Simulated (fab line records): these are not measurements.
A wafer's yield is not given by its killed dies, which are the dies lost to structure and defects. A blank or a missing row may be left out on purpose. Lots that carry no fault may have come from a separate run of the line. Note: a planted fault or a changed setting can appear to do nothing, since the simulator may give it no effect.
Struck lot and sound lot, side by side -- flow sky130 -- 19 steps out of a route of 708
Sound: the wafers L761.1, L761.2, L761.6. Struck: wafer L771.2. (L771.1, L771.6 of the same lot were not struck and are left out.) The cause comes at the end.
For every step that has rows: the tool of each side, followed by ch and its chambers, followed by its first start. Under that, the readings that differ: sound wafers -- struck wafers -- difference of the means -- sigmas: that difference in standard deviations of wafers without a fault.
alike: same words and numbers on both sides, and readings whose means sit less than 2 such deviations apart. not compared: any withheld reading, any reading some wafer has no value for, any bound like >300 that may hide the same value, and any number with overlapping values for which the record gives no deviation.
A row with sigmas, a row that says differs or no value, or rows on one side alone: a step with any of these is where the two part. Numbers that don't overlap but have no deviation are shown without sigmas and don't part them. Lack of a reading on every wafer of one side parts them only where that side has two or more wafers.

first, 1 step without rows for these wafers: SKY_CONTACT_ETCH_18 (etches Si3N4 in CHF3/O2, stops on TiN, time 39 s, target depth 75 nm).
SKY_CONTACT_STRIP_19: strips in O2/N2.
  sound on plasmaAsher-02 ch 0,1, day 34 02:19; struck on plasmaAsher-02 ch 1, day 36 19:26
  alike: chamberPressureMTorr, drypumpMotorCurrentA, oesProductAu, stripTimeToEndpointS
  not compared: rfHoursCounterH
then, 3 steps without rows for these wafers: SKY_CONTACT_STRIP_20 (strips in post etch residue remover, time 1200 s); SKY_CONTACT_CLEAN_21 (cleans in IPA, time 180 s); SKY_CONTACT_CLEAN_22 (cleans in O3/DIW).
SKY_CONTACT_SPUTTER_23: material TiN, target thk 20 nm, time 80 s.
  sound: pvdSputter-02 at day 34 03:14; struck: pvdSputter-04 at day 36 20:01
  alike: cathodeDcPowerW, throttleValvePct
then, 1 step without rows for these wafers: SKY_CONTACT_CVD_24 (deposits W, target thk 340 nm, time 102.12 s).
SKY_CONTACT_RS_MEAS_25: measures by four-point-probe.
  sound: filmMetro-04 at day 34 03:25; struck: filmMetro-03 at day 36 20:18
  alike: CONTACT_W_RS
SKY_CONTACT_THK_MEAS_26: measures by xrf.
  sound: filmMetro-04 at day 34 03:32; struck: filmMetro-03 at day 36 20:25
reading,sound,struck,difference,sigmas
CONTACT_W_THK (nm),350 350 354,361,+10,+2
then, 2 steps without rows for these wafers: SKY_CONTACT_CMP_27 (polishes, stops on SiO2, t overpolish 15 s, target thk 0 nm); SKY_METAL1_SPUTTER_00 (material Ti, target thk 15 nm, time 10 s).
SKY_METAL1_SPUTTER_01: material TiN, target thk 20 nm, time 16.7 s.
  sound: pvdSputter-01 at day 34 03:55; struck: pvdSputter-01 at day 36 20:48
  alike: cathodeDcPowerW, throttleValvePct
SKY_METAL1_SPUTTER_02: material AlCu, target thk 250 nm, time 13.3 s.
  sound: pvdSputter-01 at day 34 03:56; struck: pvdSputter-01 at day 36 20:50
reading,sound,struck,difference,sigmas
cathodeDcPowerW (W),10599 10600 10601,12143,+1543,+99 or more
model.AlCu_of_METAL1_SPUTTER_02.thkNm (nm),253.4 252.7 253.8,285.1,+31.8,
  alike: throttleValvePct
SKY_METAL1_SPUTTER_03: material Ti, target thk 5 nm, time 3.3 s.
  sound: pvdSputter-01 at day 34 03:58; struck: pvdSputter-01 at day 36 20:51
reading,sound,struck,difference,sigmas
cathodeDcPowerW (W),2999.0 2999.6 3000.3,3000.8,+1.2,+2
  alike: throttleValvePct
SKY_METAL1_SPUTTER_04: material TiN, target thk 70 nm, time 58.3 s.
  sound: pvdSputter-01 at day 34 03:59; struck: pvdSputter-01 at day 36 20:52
reading,sound,struck,difference,sigmas
cathodeDcPowerW (W),6499.1 6499.7 6500.4,6497.0,-2.7,-2
  alike: throttleValvePct
SKY_METAL1_RS_MEAS_05: measures by four-point-probe.
  sound: filmMetro-03 at day 34 04:02; struck: filmMetro-03 at day 36 20:55
reading,sound,struck,difference,sigmas
METAL1_ALCU_RS (ohm/sq),0.1252 0.1257 0.1251,0.1107,-0.0146,-11
SKY_METAL1_THK_MEAS_06: measures by xrf.
  sound: filmMetro-03 at day 34 04:10; struck: filmMetro-03 at day 36 21:02
reading,sound,struck,difference,sigmas
METAL1_ALCU_THK (nm),260 257 259,290,+31,+10
then, 1 step without rows for these wafers: SKY_METAL1_DEHYDRATE_07 (time 60 s).
-- the record jumps here: 13 days lie between the struck wafers' starts before and after (it left off in module METAL1 and takes up again in module PAD_OPEN, whose first step shown is number 708 of the route) --
SKY_PAD_OPEN_PROBE_99:
  sound: prober-02 at day 47 17:09; struck: prober-01 at day 49 18:37
reading,sound,struck,difference,sigmas
model.etest.met1.lineOhmUm,0.9336 0.8646 0.9007,0.8305,-0.0691,
model.etest.met1.rsOhmSq,0.1271 0.1275 0.126,0.1126,-0.0143,
  alike: defectLimitedYield, killed_at_M0_to_M3, killed_at_M4_up, killedAtContacts, killedAtFrontEnd, killedAtOther, killedDies, killedOnRim, killedOpen, killedShort, sort_bin_3_pad_short, sort_bin_5_function, sort_bin_6_memory, sortNPass, sortYieldPct

WHERE THEY PART
At SKY_CONTACT_THK_MEAS_26 first; at SKY_METAL1_THK_MEAS_06 last (within this record only). Later steps at which nothing parts them and some readings are alike: SKY_PAD_OPEN_PROBE_99.

WHY: what the simulator had put in
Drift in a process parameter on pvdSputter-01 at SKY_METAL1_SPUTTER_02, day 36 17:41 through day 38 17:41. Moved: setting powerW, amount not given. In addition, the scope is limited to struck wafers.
